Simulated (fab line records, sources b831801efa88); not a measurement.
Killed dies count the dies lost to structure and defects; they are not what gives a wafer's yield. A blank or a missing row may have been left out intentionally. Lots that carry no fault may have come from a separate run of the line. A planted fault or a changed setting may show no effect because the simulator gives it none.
The tool behind it: which one? -- flow sfqLine -- Sampling: 14 lots, 42 wafers, 4 of 325 route steps

WHAT THE GAUGES SHOWED, per wafer
No reading from a measuring or inspecting step in the record can be judged against a usual standard deviation.

EACH LOT AND THE TOOL THAT RAN IT (in order: tool; ch and the chambers of the sampled wafers; start)
lot,SFQ_TRILAYER_M6_STRIP_STRIP_163,SFQ_TRILAYER_I6_METRO_MEASURE_167,SFQ_TRILAYER_M7_ETCH_METAL_ETCH_180,SFQ_TRILAYER_I7_CMP_CMP_184
L245,"rieMetal-02 ch 0,1, day 71 00:20","filmMetro-01, day 71 04:31","rieMetal-03 ch 0,1, day 72 07:12","cmp-01 ch 0,1,2, day 72 09:53"
L246,"rieMetal-01 ch 0,1, day 75 13:10","filmMetro-01, day 75 17:20","rieMetal-03 ch 0,1, day 76 01:19","cmp-02 ch 0,1, day 76 05:01"
L248,"rieMetal-02 ch 0,1, day 75 20:34","filmMetro-03, day 76 04:58","rieMetal-03 ch 0,1, day 76 12:21","cmp-02 ch 1,2,3, day 76 20:01"
L250,"rieMetal-02 ch 0,1, day 76 02:34","filmMetro-01, day 76 11:10","rieMetal-01 ch 0,1, day 76 20:45","cmp-02 ch 0,1, day 77 12:48"
L251,"rieMetal-03 ch 0,1, day 76 04:46","filmMetro-04, day 76 13:34","rieMetal-04 ch 0,1, day 76 21:55","cmp-02 ch 0,2,3, day 77 15:18"
L252,"rieMetal-01 ch 0,1, day 76 05:58","filmMetro-03, day 76 14:20","rieMetal-01 ch 0,1, day 76 23:07","cmp-01 ch 0,1,3, day 77 19:01"
L253,"rieMetal-03 ch 0,1, day 76 09:34","filmMetro-01, day 76 20:20","rieMetal-01 ch 0,1, day 77 08:00","cmp-02 ch 0,1, day 77 21:48"
L254,"rieMetal-02 ch 0,1, day 76 13:10","filmMetro-01, day 77 00:20","rieMetal-03 ch 1, day 80 23:21","cmp-02 ch 0,3, day 81 00:20"
L255,"rieMetal-03 ch 0,1, day 76 14:22","filmMetro-03, day 77 03:08","rieMetal-01 ch 0, day 81 02:35","cmp-02 ch 1,2, day 81 06:20"
L256,"rieMetal-01 ch 0,1, day 76 15:34","filmMetro-01, day 77 06:08","rieMetal-04 ch 0,1, day 85 03:43","cmp-02 ch 0,1,2, day 85 04:42"
L264,"rieMetal-01 ch 0,1, day 79 20:47","filmMetro-01, day 80 00:59","rieMetal-04 ch 0,1, day 88 01:15","cmp-01 ch 0,1, day 88 02:14"
L266,"rieMetal-03 ch 0,1, day 81 13:50","filmMetro-04, day 81 18:01","rieMetal-01 ch 0, day 89 01:53","cmp-02 ch 2,3, day 89 03:33"
L267,"rieMetal-03 ch 0,1, day 81 20:02","filmMetro-04, day 82 00:13","rieMetal-01 ch 0,1, day 89 05:26","cmp-01 ch 0,1,2, day 89 07:22"
L268,"rieMetal-03 ch 0,1, day 82 05:26","filmMetro-04, day 82 09:38","rieMetal-04 ch 0,1, day 89 12:43","cmp-02 ch 0,2, day 89 13:42"
- SFQ_TRILAYER_M6_STRIP_STRIP_163: strips in O2.
- SFQ_TRILAYER_I6_METRO_MEASURE_167
- SFQ_TRILAYER_M7_ETCH_METAL_ETCH_180: etches Nb in Cl2/Ar, stops on SiO2, target depth 240 nm, time 120 s.
- SFQ_TRILAYER_I7_CMP_CMP_184: polishes SiO2.

WHAT THE TOOLS THEMSELVES READ (means of the sampled wafers that have a number; where no wafer has one, the mark that the record gives instead)
SFQ_TRILAYER_M6_STRIP_STRIP_163. Usual: drypumpMotorCurrentA 5.76 A, standard deviation 0.3; oesProductAu 0.998 a.u., standard deviation 0.0091.
lot,tool,drypumpMotorCurrentA (A),oesProductAu (a.u.),flag
L245,rieMetal-02,6.01,1.007,
L246,rieMetal-01,5.44,1.000,
L248,rieMetal-02,5.74,0.987,
L250,rieMetal-02,6.02,1.000,
L251,rieMetal-03,5.86,1.004,
L252,rieMetal-01,5.50,0.999,
L253,rieMetal-03,5.85,0.996,
L254,rieMetal-02,5.76,0.990,
L255,rieMetal-03,5.84,0.999,
L256,rieMetal-01,5.46,1.005,
L264,rieMetal-01,5.48,1.005,
L266,rieMetal-03,5.84,0.998,
L267,rieMetal-03,5.86,0.994,
L268,rieMetal-03,5.86,0.994,

SFQ_TRILAYER_I6_METRO_MEASURE_167. Usual: thkNm reads 199.9 nm (standard deviation 1.1).
lot,tool,thkNm (nm),flag
L245,filmMetro-01,199.2,
L246,filmMetro-01,201.4,
L248,filmMetro-03,198.9,
L250,filmMetro-01,200.7,
L251,filmMetro-04,198.7,
L252,filmMetro-03,200.1,
L253,filmMetro-01,199.1,
L254,filmMetro-01,201.0,
L255,filmMetro-03,198.6,
L256,filmMetro-01,200.4,
L264,filmMetro-01,200.1,
L266,filmMetro-04,198.7,
L267,filmMetro-04,199.5,
L268,filmMetro-04,201.4,

SFQ_TRILAYER_M7_ETCH_METAL_ETCH_180. Usual: drypumpMotorCurrentA 5.71 A, standard deviation 0.22; oesProductAu 0.894 a.u., standard deviation 0.0064.
lot,tool,drypumpMotorCurrentA (A),oesProductAu (a.u.),flag
L245,rieMetal-03,5.85,0.891,
L246,rieMetal-03,5.79,0.901,
L248,rieMetal-03,5.80,0.902,
L250,rieMetal-01,5.50,0.892,
L251,rieMetal-04,5.91,0.893,
L252,rieMetal-01,5.47,0.895,
L253,rieMetal-01,5.49,0.886,
L254,rieMetal-03,5.73,0.893,
L255,rieMetal-01,5.52,0.892,
L256,rieMetal-04,6.03,0.889,
L264,rieMetal-04,6.05,0.892,
L266,rieMetal-01,5.52,0.896,
L267,rieMetal-01,5.48,0.889,
L268,rieMetal-04,5.89,0.893,

SFQ_TRILAYER_I7_CMP_CMP_184. Usual: headPressurePsi 3.000 psi, standard deviation 0.0066; motorCurrentA 10.0 A, standard deviation 1.1; timeToEndpointS 217 s, standard deviation 8.1.
lot,tool,headPressurePsi (psi),motorCurrentA (A),timeToEndpointS (s),flag
L245,cmp-01,2.997,10.2,214,
L246,cmp-02,3.001,10.8,219,
L248,cmp-02,3.002,9.7,217,
L250,cmp-02,3.003,10.0,227,
L251,cmp-02,3.006,9.9,219,
L252,cmp-01,3.004,10.2,210,
L253,cmp-02,3.001,10.2,214,
L254,cmp-02,2.694,9.9,235,OFF
L255,cmp-02,2.700,8.3,247,OFF
L256,cmp-02,2.999,9.5,215,
L264,cmp-01,2.998,9.9,214,
L266,cmp-02,3.004,10.3,220,
L267,cmp-01,2.995,10.3,215,
L268,cmp-02,2.991,9.0,217,

THE ANSWER, worked out from the rows above alone
Rule: a lot is off if the mean of its wafers that have a number lies more than 3 standard deviations from the usual mean. Also off: a lot with no number at a reading for which 4 or more lots have one. Any other lot the step has rows for is counted as sound. First the gauges in route order, then the tools' own readings, where a lot's mean is used as printed above. The first step at which some lot is off is used, and at that step the reading that is off furthest; a lot without a number counts as furthest.
Off, at SFQ_TRILAYER_I7_CMP_CMP_184 on headPressurePsi: L254, L255.
If a tool, at that step or one of the process steps before it, ran each lot that is off and ran no sound lot following the first of them, it fits. None of those tried fits.

WHAT THE SIMULATOR HAD PUT IN
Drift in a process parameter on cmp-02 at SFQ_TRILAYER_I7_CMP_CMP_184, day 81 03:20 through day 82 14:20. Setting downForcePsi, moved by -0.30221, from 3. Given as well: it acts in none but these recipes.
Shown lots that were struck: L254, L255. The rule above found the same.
